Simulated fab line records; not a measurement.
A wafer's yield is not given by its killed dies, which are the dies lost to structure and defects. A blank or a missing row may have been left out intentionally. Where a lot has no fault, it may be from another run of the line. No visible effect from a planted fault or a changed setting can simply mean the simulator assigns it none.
Comparing a struck lot with a sound one -- flow sky130 -- 45 out of 708 route steps
Sound: wafers L492.1, L492.4, L492.5. Wafers struck: L506.1, L506.3, L506.4. The cause comes at the end.
At each step with rows: each side's tool, then ch and its chambers, then its first start. Under that, the readings that differ: sound wafers -- struck wafers -- difference of the means -- sigmas: that difference in standard deviations of wafers without a fault.
alike: a reading whose means differ by less than 2 such deviations, as well as words and numbers matching on both sides. not compared: withheld readings; readings where some wafer has no value; bounds like >300 that might hide an equal value; numbers whose values overlap and for which the record gives no deviation.
The two part at a step that has a row with sigmas, a row that says differs or no value, or rows on one side only. Non-overlapping numbers with no deviation appear without sigmas and do not part them. Lack of a reading on every wafer of one side parts them only where that side has two or more wafers.

first, 2 steps without rows for these wafers: SKY_DNWELL_DEVELOP_06 (develop time 60 s); SKY_DNWELL_IMPLANT_07.
SKY_DNWELL_STRIP_08: strips in O2/N2.
  sound on plasma asher-02 ch 0,1, day 4 08:05; struck on plasma asher-02 ch 0,1, day 7 15:32
  alike: drypump motor current A, oes product au, strip time to endpoint s
  not compared: rf hours counter h
SKY_DNWELL_TW_MEAS_09:
  sound on film metro-04, day 4 08:11; struck on film metro-04, day 7 15:38
  alike: DNWELL_TW
then, 7 steps without rows for these wafers: SKY_PWDE_DEHYDRATE_00 (time 60 s); SKY_PWDE_HMDS_01 (prime time 60 s); SKY_PWDE_COAT_02 (resist thk 3000 nm); SKY_PWDE_SOFTBAKE_03; SKY_PWDE_EXPOSE_04 (exposes mask PWDEM, target cd 840 nm); SKY_PWDE_PEB_05; SKY_PWDE_DEVELOP_06 (develop time 60 s).
SKY_PWDE_OVL_MEAS_07:
  sound on overlay-01, day 5 01:15; struck on overlay-01, day 8 11:34
  alike: PWDE_OVL
SKY_PWDE_IMPLANT_08:
  sound on implanter-03 ch 0, day 5 01:17; struck on implanter-01 ch 0, day 8 11:37
reading,sound,struck,difference,sigmas
beam energy keV,150.07 150.03 150.04,186.17 186.23 186.15,+36.14,+99 or more
model.implant.rp nm (nm),438.2 438.2 438.2,520.8 520.8 520.8,+82.6,
model.implant.drp nm (nm),97.97 97.97 97.97,106 106 106,+8,
  alike: beam on s
SKY_PWDE_STRIP_09: strips in O2/N2.
  sound on plasma asher-03 ch 1, day 5 01:26; struck on plasma asher-03 ch 0,1, day 8 11:46
  alike: drypump motor current A, oes product au, strip time to endpoint s
  not compared: rf hours counter h
SKY_PWDE_TW_MEAS_10:
  sound on film metro-04, day 5 01:32; struck on film metro-03, day 8 11:52
reading,sound,struck,difference,sigmas
PWDE_TW,368 371 371,380 376 378,+8,+2
then, 7 steps without rows for these wafers: SKY_NWELL_DEHYDRATE_03 (time 60 s); SKY_NWELL_HMDS_04 (prime time 60 s); SKY_NWELL_COAT_05 (resist thk 3000 nm); SKY_NWELL_SOFTBAKE_06; SKY_NWELL_EXPOSE_07 (exposes mask NWM, target cd 840 nm); SKY_NWELL_PEB_08; SKY_NWELL_DEVELOP_09 (develop time 60 s).
SKY_NWELL_OVL_MEAS_10:
  sound on overlay-02, day 5 19:44; struck on overlay-01, day 9 09:38
  alike: NWELL_00_OVL
then, 3 steps without rows for these wafers: SKY_NWELL_IMPLANT_11; SKY_NWELL_IMPLANT_12; SKY_NWELL_IMPLANT_13.
SKY_NWELL_STRIP_14: strips in O2/N2.
  sound on plasma asher-03 ch 0,1, day 5 20:14; struck on plasma asher-02 ch 0,1, day 9 10:08
  alike: drypump motor current A, oes product au, strip time to endpoint s
  not compared: rf hours counter h
SKY_NWELL_TW_MEAS_15:
  sound on film metro-02, day 5 20:20; struck on film metro-02, day 9 10:14
  alike: NWELL_TW
then, 7 steps without rows for these wafers: SKY_NWELL_DEHYDRATE_16 (time 60 s); SKY_NWELL_HMDS_17 (prime time 60 s); SKY_NWELL_COAT_18 (resist thk 3000 nm); SKY_NWELL_SOFTBAKE_19; SKY_NWELL_EXPOSE_20 (exposes mask NWM COMPLEMENT, target cd 840 nm); SKY_NWELL_PEB_21; SKY_NWELL_DEVELOP_22 (develop time 60 s).
SKY_NWELL_OVL_MEAS_23:
  sound on overlay-02, day 6 13:58; struck on overlay-01, day 10 08:25
reading,sound,struck,difference,sigmas
NWELL_01_OVL (nm),-2.9 -0.3 -0.7,0.3 1.3 2.3,+2.6,+2
next, for these wafers, 1 step has no rows: SKY_NWELL_IMPLANT_24.
SKY_NWELL_STRIP_25: strips in O2/N2.
  sound on plasma asher-02 ch 0,1, day 6 14:10; struck on plasma asher-01 ch 0,1, day 10 08:37
reading,sound,struck,difference,sigmas
strip time to endpoint s (s),37.13 37.04 37.13,36.92 36.83 36.80,-0.25,-2
  alike: drypump motor current A, oes product au
  not compared: rf hours counter h
SKY_NWELL_TW_MEAS_26:
  sound on film metro-03, day 6 14:16; struck on film metro-02, day 10 08:43
  alike: NWELL_2_TW
then, 1 step without rows for these wafers: SKY_NWELL_CLEAN_27 (cleans in SC1/SC2, time 150 s).
SKY_NWELL_RTA_28: time 30 s.
  sound on rtp anneal-02 ch 0, day 6 14:22; struck on rtp anneal-02 ch 0, day 10 08:49
  alike: lamp power pct, wafer_temp_C_max
SKY_NWELL_RS_MEAS_29: measurement is done with a four-point probe.
  sound on film metro-04, day 6 14:28; struck on film metro-04, day 10 08:55
  alike: NWELL_RS
SKY_NWELL_RS_MEAS_31: measurement is done with a four-point probe.
  sound on film metro-04, day 6 14:43; struck on film metro-04, day 10 09:27
reading,sound,struck,difference,sigmas
PWDE_RS (ohm/sq),5272 5301 5271,5213 5228 5222,-60,-4
  not compared: hold
SKY_VT_ADJUST_HVTP_DEHYDRATE_00: time 60 s.
  sound on litho track-03 ch 0, day 6 23:16; struck on litho track-03 ch 0, day 10 20:10
reading,sound,struck,difference,sigmas
hold,- - -,await dispo/3.2h/release await dispo/3.2h/release await dispo/3.2h/release,no value on the sound wafers,
-- the record jumps here: 40 days lie between the struck wafers' starts before and after (it left off in module VT_ADJUST_HVTP and takes up again in module PAD_OPEN, whose first step shown is number 708 of the route) --
SKY_PAD_OPEN_PROBE_99:
  sound on prober-01, day 47 01:11; struck on prober-01, day 50 09:48
reading,sound,struck,difference,sigmas
model.etest.res_p_drift_20v.line ohm um,1.051e+04 1.079e+04 1.074e+04,8724 8628 8684,-2001,
model.etest.res_p_drift_20v.rs ohm sq,8877 9138 8828,7218 7107 7225,-1764,
  alike: killed_at_M0_to_M3, killed_at_M4_up, killed at contacts, killed at front end, killed at other, killed dies, killed open, killed short
  not compared: model.etest.res pwde under gate.rs ohm sq

== WHERE THEY PART ==
Last at SKY_VT_ADJUST_HVTP_DEHYDRATE_00 as far as this record goes, first at SKY_PWDE_IMPLANT_08. Later steps at which nothing parts them and some readings are alike: SKY_PAD_OPEN_PROBE_99.

WHY: what had been put in by the simulator
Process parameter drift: implanter-01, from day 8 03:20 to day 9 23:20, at SKY_PWDE_IMPLANT_08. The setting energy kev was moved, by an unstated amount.
